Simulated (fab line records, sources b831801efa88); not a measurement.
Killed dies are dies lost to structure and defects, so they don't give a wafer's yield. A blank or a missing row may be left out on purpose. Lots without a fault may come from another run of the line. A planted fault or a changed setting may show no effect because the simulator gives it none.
A struck lot beside a sound one | flow gf180mcu | 17 steps out of a route of 602
Sound: wafers L973.1, L973.3, L973.4. Struck: wafers L987.2, L987.3, L987.4. The cause comes at the end.
At each step with rows: each side's tool, then ch and its chambers, then its first start. Under that, the readings that differ: sound wafers | struck wafers | difference of the means | sigmas: that difference in standard deviations of wafers without a fault.
alike: readings whose means differ by less than 2 such deviations, and words and numbers that are the same on both sides. not compared: withheld readings, readings that some wafer has no value for, bounds like >300 that may hide the same value, and numbers for which the record gives no deviation and whose values overlap.
The two part at a step that has a row with sigmas, a row that says differs or no value, or rows on one side only. Numbers that don't overlap but have no deviation are shown without sigmas and don't part them. A reading that every wafer of one side lacks parts them only if that side has two wafers or more.

first, 3 steps without rows for these wafers: GF_V5_EXPOSE_11 (exposes mask Via5, target cd 260 nm); GF_V5_PEB_12 (peb time 90 s); GF_V5_DEVELOP_13 (develop time 60 s).
GF_V5_CD_MEAS_14: target cd 260 nm.
  sound on cd_sem-02, day 28 05:58; struck on cd_sem-01, day 32 08:26
  alike: cd_nm
GF_V5_OVL_MEAS_15:
  sound on overlay-01, day 28 06:05; struck on overlay-02, day 32 08:33
  alike: V5_OVL
GF_V5_ETCH_16: etches BARC in N2/H2.
  sound on rie_diel-04 ch 0,1,3, day 28 06:08; struck on rie_diel-02 ch 0,1,3, day 32 08:35
  alike: chamber_pressure_mTorr, drypump_motor_current_A, n2_flow_sccm, oes_product_au, throttle_valve_pct
GF_V5_ETCH_17: etches SiO2 in C4F8/O2/Ar, stops on TiN, target depth 855 nm.
  sound on rie_diel-04 ch 0,1,3; struck on rie_diel-02 ch 0,1,3
  alike: chamber_pressure_mTorr, oes_product_au
GF_V5_STRIP_18: strips in O2/N2.
  sound on plasma_asher-03 ch 0,1, day 28 06:17; struck on plasma_asher-01 ch 0,1, day 32 08:44
  alike: chamber_pressure_mTorr, drypump_motor_current_A, heater_power_w, n2_flow_sccm, oes_product_au
  not compared: rf_hours_counter_h
then, 2 steps without rows for these wafers: GF_V5_STRIP_19 (strips in post etch residue remover, time 1200 s); GF_V5_CLEAN_20 (cleans in DIW).
GF_V5_SPUTTER_21: material Ti, target thk 15 nm, time 80.02 s.
  sound on pvd_sputter-03, day 28 06:49; struck on pvd_sputter-02, day 32 09:40
  alike: cathode_dc_power_W, throttle_valve_pct
GF_V5_SPUTTER_22: material TiN, target thk 10 nm, time 40 s.
  sound on pvd_sputter-03, day 28 06:52; struck on pvd_sputter-02, day 32 09:44
  alike: cathode_dc_power_W, throttle_valve_pct
GF_V5_CVD_23: deposits W, target thk 350 nm, time 104.9 s.
  sound on cvd_w-01 ch 1, day 28 06:55; struck on cvd_w-01 ch 0,1, day 32 09:48
  alike: chamber_pressure_Torr, heater_power_w
GF_V5_RS_MEAS_24: measures by four-point-probe.
  sound on film_metro-04, day 28 07:08; struck on film_metro-01, day 32 09:56
  reading          | sound             | struck            | difference | sigmas
  V5_W_RS (ohm/sq) | 0.330 0.329 0.332 | 0.380 0.382 0.399 | +0.057     | +15
GF_V5_THK_MEAS_25: measures by xrf.
  sound on film_metro-04, day 28 07:16; struck on film_metro-01, day 32 10:03
  reading       | sound       | struck      | difference | sigmas
  V5_W_THK (nm) | 332 334 332 | 305 305 293 | -32        | -5
then, 1 step without rows for these wafers: GF_V5_CMP_26 (polishes, stops on SiO2, t overpolish 15 s, target thk 0 nm).
GF_PASSIVATION_PROBE_99:
  the record has rows for the sound wafers here (prober-01, day 30 01:37) and none for the struck ones

WHERE THEY PART
First at GF_V5_RS_MEAS_24; last, within this record, at GF_PASSIVATION_PROBE_99.

WHY: what the simulator had put in
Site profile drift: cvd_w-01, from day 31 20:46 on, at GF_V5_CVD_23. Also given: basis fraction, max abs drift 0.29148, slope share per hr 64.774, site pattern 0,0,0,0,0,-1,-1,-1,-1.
